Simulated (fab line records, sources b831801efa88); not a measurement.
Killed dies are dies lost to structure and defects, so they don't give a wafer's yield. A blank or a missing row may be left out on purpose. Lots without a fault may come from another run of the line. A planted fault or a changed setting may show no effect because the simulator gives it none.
fab line records | flow sky130
record lots=11 wafers=33 last_day=50
route steps=708 shown NWELL@34 VT_ADJUST_NCORE@127 SONOS_ONO@177 LDD_HVN@276
lots that met no fault: from a run of the same line without faults
start_h: hours from the record's first day to the start of the lot's first wafer shown | wait_h: hours since the lot's step before | " the same as in the row above | L1.1+2: a row that stands for several wafers | - no value, or no start given | * or withheld: withheld | < > ~ a bound
route shown NAME@n: a module of which the file shows steps, and the number in the route of the first | usual: mean/standard deviation of fault-free wafers | same: alike in all rows | chamber/n: place in a boat | sites: the reading at each site | _std_site: their standard deviation | _edge_site: outer sites' mean less inner sites' | radius_mm: how far each site lies from the wafer's centre | mask NAME#n: copy n | behind: the tool/chamber that last shaped the wafer | hold: why the lot was held/for how many hours/how that ended | device: the transistor (n, p or np) that didn't switch | end of line: the same wafers' tests at the end of the route | a step without rows: its recipe alone | killed: dies lost to structure and defects at the first sort, not the wafer's yield | map: a wafer's dies, x killed, . not, _ none there
set.NAME: the setting as run; set.NAME@STEP: as run at that earlier step | model.NAME: the simulator's own value behind a step, which no gauge read
steps of the route over a sample of lots; a table a step, a row a wafer
services: from which hour (start_h, from the record's first day; less than 0 if before it) a tool's chamber was out of use, for how many hours, and why
## steps
# step SKY_NWELL_THK_MEAS_02
# recipe reads=SiO2_of_NWELL_OXIDATION_01
# usual NWELL_OXIDATION_THK=9.99/0.22
# columns lot.wafer tool chamber start_h wait_h NWELL_OXIDATION_THK[nm]
L185.4 film_metro-01 - 35.41 0.0 9.95
L185.5 " - " " 10.22
L185.6 " - " " 10.07
L188.2 film_metro-04 - 50.34 0.0 9.94
L188.3 " - " " 9.97
L188.5 " - " " 10.03
L190.1 film_metro-01 - 61.60 0.0 10.02
L190.2 " - " " 10.09
L190.5 " - " " 9.99
L191.2 film_metro-04 - 71.95 0.0 9.75
L191.3 " - " " 9.86
L191.6 " - " " 9.67
L195.2 film_metro-01 - 89.04 0.0 10.02
L195.3 " - " " 9.92
L195.4 " - " " 9.86
L199.2 film_metro-01 - 108.59 0.0 9.76
L199.4 " - " " 9.63
L199.5 " - " " 9.75
L201.1 film_metro-01 - 118.80 0.0 9.56
L201.2 " - " " 9.63
L201.6 " - " " 9.49
L203.1 film_metro-01 - 129.77 0.0 9.61
L203.2 " - " " 9.60
L203.4 " - " " 9.71
L206.3 film_metro-02 - 148.05 0.0 9.77
L206.5 " - " " 9.68
L206.6 " - " " 10.04
L207.1 film_metro-04 - 156.79 0.0 10.22
L207.3 " - " " 10.21
L207.5 " - " " 10.26
L208.1 film_metro-01 - 160.94 0.0 9.96
L208.5 " - " " 9.94
L208.6 " - " " 9.90
# step SKY_VT_ADJUST_NCORE_OVL_MEAS_08
# usual VT_ADJUST_NCORE_OVL=-0.5/1.4
# columns lot.wafer tool chamber start_h wait_h VT_ADJUST_NCORE_OVL[nm]
L185.4 overlay-01 - 178.47 0.1 -1.6
L185.5 " - " " -0.7
L185.6 " - " " -1.0
L188.2 overlay-02 - 200.43 0.1 0.0
L188.3 " - " " -0.8
L188.5 " - " " -2.1
L190.1 overlay-01 - 214.43 0.1 -1.5
L190.2 " - " " -0.6
L190.5 " - " " -0.9
L191.2 overlay-02 - 226.69 0.1 2.1
L191.3 " - " " 0.5
L191.6 " - " " -1.5
L195.2 overlay-02 - 253.06 0.1 2.1
L195.3 " - " " 0.2
L195.4 " - " " -1.7
L199.2 overlay-01 - 279.24 0.1 -1.1
L199.4 " - " " 0.1
L199.5 " - " " -0.2
L201.1 overlay-02 - 293.43 0.1 0.7
L201.2 " - " " 1.8
L201.6 " - " " 1.3
L203.1 overlay-01 - 309.98 0.1 -1.9
L203.2 " - " " -3.0
L203.4 " - " " -1.7
L206.3 overlay-01 - 333.65 0.1 -1.4
L206.5 " - " " -0.1
L206.6 " - " " 0.6
L207.1 overlay-02 - 345.13 0.1 1.6
L207.3 " - " " -0.9
L207.5 " - " " -1.3
L208.1 overlay-02 - 352.43 0.1 -1.0
L208.5 " - " " -0.8
L208.6 " - " " -0.8
# step SKY_SONOS_ONO_SOFTBAKE_09
# recipe temp_c=90 time_s=60 resist=NOVOLAK
# usual heater_power_total_W=56.60/0.047 plate_temp_C=89.98/0.13
# columns lot.wafer tool chamber start_h wait_h heater_power_total_W plate_temp_C
L185.4 litho_track-03 0 263.16 0.1 56.56 90.20
L185.5 " 0 " " 56.60 90.11
L185.6 " 0 " " 56.63 89.88
L188.2 litho_track-01 0 290.69 0.1 56.62 89.77
L188.3 " 0 " " 56.69 89.95
L188.5 " 0 " " 56.56 89.86
L190.1 litho_track-01 0 311.96 0.1 56.60 89.91
L190.2 " 0 " " 56.53 89.98
L190.5 " 0 " " 56.60 89.83
L191.2 litho_track-02 0 321.68 0.1 56.50 89.88
L191.3 " 0 " " 56.62 89.93
L191.6 " 0 " " 56.68 89.95
L195.2 litho_track-02 0 352.78 0.1 56.60 90.01
L195.3 " 0 " " 56.58 89.92
L195.4 " 0 " " 56.56 89.91
L199.2 litho_track-02 0 377.28 0.1 60.70 94.38
L199.4 " 0 " " 60.68 94.38
L199.5 " 0 " " 60.55 94.54
L201.1 litho_track-02 0 387.16 0.1 60.66 94.56
L201.2 " 0 " " 60.54 94.41
L201.6 " 0 " " 60.62 94.64
L203.1 litho_track-01 0 409.71 0.1 56.59 90.23
L203.2 " 0 " " 56.61 90.11
L203.4 " 0 " " 56.60 90.31
L206.3 litho_track-03 0 440.03 0.1 56.58 89.99
L206.5 " 0 " " 56.60 89.84
L206.6 " 0 " " 56.50 89.82
L207.1 litho_track-01 0 462.86 0.1 56.67 89.86
L207.3 " 0 " " 56.59 89.88
L207.5 " 0 " " 56.54 89.83
L208.1 litho_track-03 0 463.03 0.1 56.62 89.89
L208.5 " 0 " " 56.60 90.01
L208.6 " 0 " " 56.62 90.00
# step SKY_SONOS_ONO_STRIP_17
# recipe chemistry=O2/N2 power_w=1400 pressure_mtorr=1500 platen_temp_c=withheld o2_flow_sccm=3000 n2_flow_sccm=300 overash_fraction=0.5
# usual chamber_pressure_mTorr=1500.0/1.5 drypump_motor_current_A=5.8/0.45 n2_flow_sccm=300.1/0.9 oes_product_au=0.710/0.0045 strip_time_to_endpoint_s=14.08/0.037
# columns lot.wafer tool chamber start_h wait_h chamber_pressure_mTorr drypump_motor_current_A n2_flow_sccm oes_product_au rf_hours_counter_h strip_time_to_endpoint_s
L185.4 plasma_asher-04 0 275.25 0.0 1500.8 5.3 301.0 0.705 - 14.07
L185.5 " 1 " " 1503.6 6.6 299.4 0.715 - 14.09
L185.6 " 0 " " 1499.2 5.3 300.2 0.713 - 14.14
L188.2 plasma_asher-01 0 302.28 0.0 1496.7 5.3 299.3 0.712 63 14.10
L188.3 " 0 " " 1501.7 5.3 300.6 0.709 - 14.08
L188.5 " 0 " " 1500.1 5.3 300.2 0.708 - 14.06
L190.1 plasma_asher-04 1 324.86 0.0 1499.5 6.6 300.9 0.713 20 14.02
L190.2 " 0 " " 1498.7 5.3 299.5 0.712 20 14.04
L190.5 " 0 " " 1498.5 5.4 299.4 0.710 - 14.05
L191.2 plasma_asher-02 1 335.16 0.0 1499.8 5.6 299.3 0.706 64 14.05
L191.3 " 1 " " 1499.3 5.6 299.7 0.713 - 14.09
L191.6 " 0 " " 1498.6 5.9 301.4 0.709 - 14.08
L195.2 plasma_asher-01 1 366.22 0.0 1501.4 6.2 301.4 0.708 70 14.08
L195.3 " 0 " " 1499.8 5.3 299.8 0.707 - 14.13
L195.4 " 1 " " 1499.7 6.2 301.0 0.708 - 14.06
L199.2 plasma_asher-01 0 392.00 0.0 1500.9 5.3 301.7 0.710 72 13.89
L199.4 " 1 " " 1499.8 6.2 301.3 0.708 - 13.93
L199.5 " 1 " " 1500.0 6.2 301.0 0.715 - 13.88
L201.1 plasma_asher-02 1 401.88 0.0 1501.0 5.6 299.7 0.715 71 13.90
L201.2 " 0 " " 1499.1 5.9 300.2 0.705 71 13.91
L201.6 " 1 " " 1499.7 5.6 300.4 0.715 - 13.90
L203.1 plasma_asher-02 0 424.67 0.0 1500.9 5.9 300.9 0.709 73 14.05
L203.2 " 1 " " 1499.7 5.6 302.5 0.712 73 14.06
L203.4 " 0 " " 1500.4 5.9 300.5 0.711 - 14.10
L206.3 plasma_asher-02 1 453.89 0.0 1497.6 5.6 300.0 0.706 - 14.06
L206.5 " 1 " " 1499.6 5.6 301.0 0.713 - 14.03
L206.6 " 0 " " 1501.0 5.9 298.6 0.712 - 14.09
L207.1 plasma_asher-02 0 479.32 0.0 1501.0 5.9 299.7 0.712 79 14.08
L207.3 " 1 " " 1500.1 5.6 301.2 0.711 - 14.07
L207.5 " 0 " " 1499.3 5.9 299.1 0.716 - 14.06
L208.1 plasma_asher-01 1 479.45 0.0 1501.1 6.3 299.9 0.713 1 14.04
L208.5 " 1 " " 1498.7 6.3 299.8 0.705 - 14.08
L208.6 " 0 " " 1501.7 5.3 299.5 0.703 - 14.08
# step SKY_LDD_HVN_STRIP_09
# recipe chemistry=O2/N2 power_w=1400 pressure_mtorr=1500 platen_temp_c=withheld o2_flow_sccm=3000 n2_flow_sccm=300 overash_fraction=0.5
# usual chamber_pressure_mTorr=1499.7/1.4 drypump_motor_current_A=5.9/0.42 n2_flow_sccm=300.0/0.85 oes_product_au=0.409/0.0041 strip_time_to_endpoint_s=4.135/0.013
# columns lot.wafer tool chamber start_h wait_h chamber_pressure_mTorr drypump_motor_current_A n2_flow_sccm oes_product_au rf_hours_counter_h strip_time_to_endpoint_s
L185.4 plasma_asher-04 1 464.50 0.1 1499.4 6.6 301.2 0.406 - 4.119
L185.5 " 0 " " 1499.4 5.3 300.4 0.412 - 4.120
L185.6 " 1 " " 1498.6 6.6 300.9 0.410 - 4.126
L188.2 plasma_asher-03 1 512.67 0.1 1497.1 5.7 300.3 0.413 66 4.136
L188.3 " 1 " " 1499.8 5.7 300.8 0.403 - 4.112
L188.5 " 1 " " 1501.7 5.7 300.8 0.408 - 4.138
L190.1 plasma_asher-04 1 516.89 0.1 1498.7 6.6 299.5 0.402 38 4.144
L190.2 " 0 " " 1501.1 5.3 299.0 0.407 38 4.125
L190.5 " 1 " " 1500.8 6.6 300.1 0.409 - 4.154
L191.2 plasma_asher-02 0 532.22 0.1 1498.4 5.9 298.6 0.409 85 4.145
L191.3 " 1 " " 1500.4 5.6 300.8 0.415 - 4.137
L191.6 " 0 " " 1498.4 5.9 298.6 0.408 - 4.138
L195.2 plasma_asher-02 0 568.97 0.1 1501.6 5.9 301.0 0.413 89 4.126
L195.3 " 0 " " 1500.8 5.9 299.3 0.401 - 4.113
L195.4 " 1 " " 1500.3 5.6 301.3 0.407 - 4.123
L199.2 plasma_asher-04 0 582.09 0.1 1499.4 5.4 299.7 0.406 44 4.141
L199.4 " 0 " " 1501.4 5.4 300.0 0.412 - 4.123
L199.5 " 0 " " 1500.7 5.3 300.4 0.408 - 4.131
L201.1 plasma_asher-02 1 595.72 0.1 1500.3 5.6 300.6 0.415 92 4.135
L201.2 " 0 " " 1500.0 5.9 299.5 0.405 92 4.150
L201.6 " 0 " " 1498.0 5.9 299.3 0.408 - 4.124
L203.1 plasma_asher-04 1 615.64 0.1 1500.9 6.7 297.8 0.413 48 4.123
L203.2 " 0 " " 1497.6 5.3 300.1 0.412 48 4.149
L203.4 " 1 " " 1500.7 6.7 297.7 0.417 - 4.122
L206.3 plasma_asher-02 1 644.27 0.1 1502.2 5.6 299.6 0.408 - 4.157
L206.5 " 0 " " 1498.7 5.9 298.8 0.412 - 4.145
L206.6 " 1 " " 1500.7 5.6 298.7 0.409 - 4.150
L207.1 plasma_asher-02 1 666.69 0.1 1500.0 5.6 299.2 0.412 99 4.140
L207.3 " 1 " " 1496.3 5.6 301.6 0.404 - 4.121
L207.5 " 0 " " 1501.0 5.9 301.9 0.409 - 4.130
L208.1 plasma_asher-02 1 668.49 0.1 1499.0 5.6 300.8 0.408 99 4.146
L208.5 " 1 " " 1501.2 5.6 299.7 0.410 - 4.125
L208.6 " 0 " " 1502.3 5.9 300.6 0.407 - 4.122
## services
# columns tool chamber start_h hours kind
plasma_asher-02 - 268.72 4.8 repair
plasma_asher-04 - 304.82 4.3 pm
litho_track-03 - 338.74 - consumable_replace:filter
plasma_asher-01 - 421.25 9.0 pm
plasma_asher-01 0 421.25 9.0 vent_cycle
plasma_asher-01 1 421.25 9.0 vent_cycle
plasma_asher-01 - 430.25 28.1 pm
plasma_asher-01 0 430.25 - clean
plasma_asher-01 1 430.25 - clean
plasma_asher-01 - 453.58 1.9 repair
plasma_asher-04 - 479.01 18.1 repair
plasma_asher-01 - 483.58 2.6 repair
plasma_asher-01 - 551.27 2.0 repair
plasma_asher-04 - 624.56 5.9 repair
plasma_asher-04 - 653.97 2.2 repair
plasma_asher-03 - 666.36 1.8 repair
## key
first_sign step=SKY_SONOS_ONO_SOFTBAKE_09 reading=heater_power_total_W direction=up sigmas=85 usual=* struck=*
effect step=SKY_SONOS_ONO_SOFTBAKE_09 reading=plate_temp_C direction=up sigmas=35 usual=* struck=*
effect step=SKY_SONOS_ONO_STRIP_17 reading=strip_time_to_endpoint_s direction=down sigmas=4.7 usual=* struck=*
met_at SKY_SONOS_ONO_SOFTBAKE_09
struck_lots L199,L201
tester_left_out L199,L201
not_acting_at SKY_NWELL_THK_MEAS_02,SKY_VT_ADJUST_NCORE_OVL_MEAS_08,SKY_LDD_HVN_STRIP_09
onset_between 352.78 377.28
fault kind=process_parameter_drift tool=litho_track-02 chamber=- onset_h=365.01 steps=SKY_SONOS_ONO_SOFTBAKE_09 channel=temp_c offset=* shape=step end_h=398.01 acts_in=* stated=*
# tester_left_out: of these lots the tester's yield and bins aren't shown, on N5 and GAA mostly nor the transistor test; their killed dies are dies lost to structure and defects alone, not to doping, threshold or leakage, so they don't give the yield
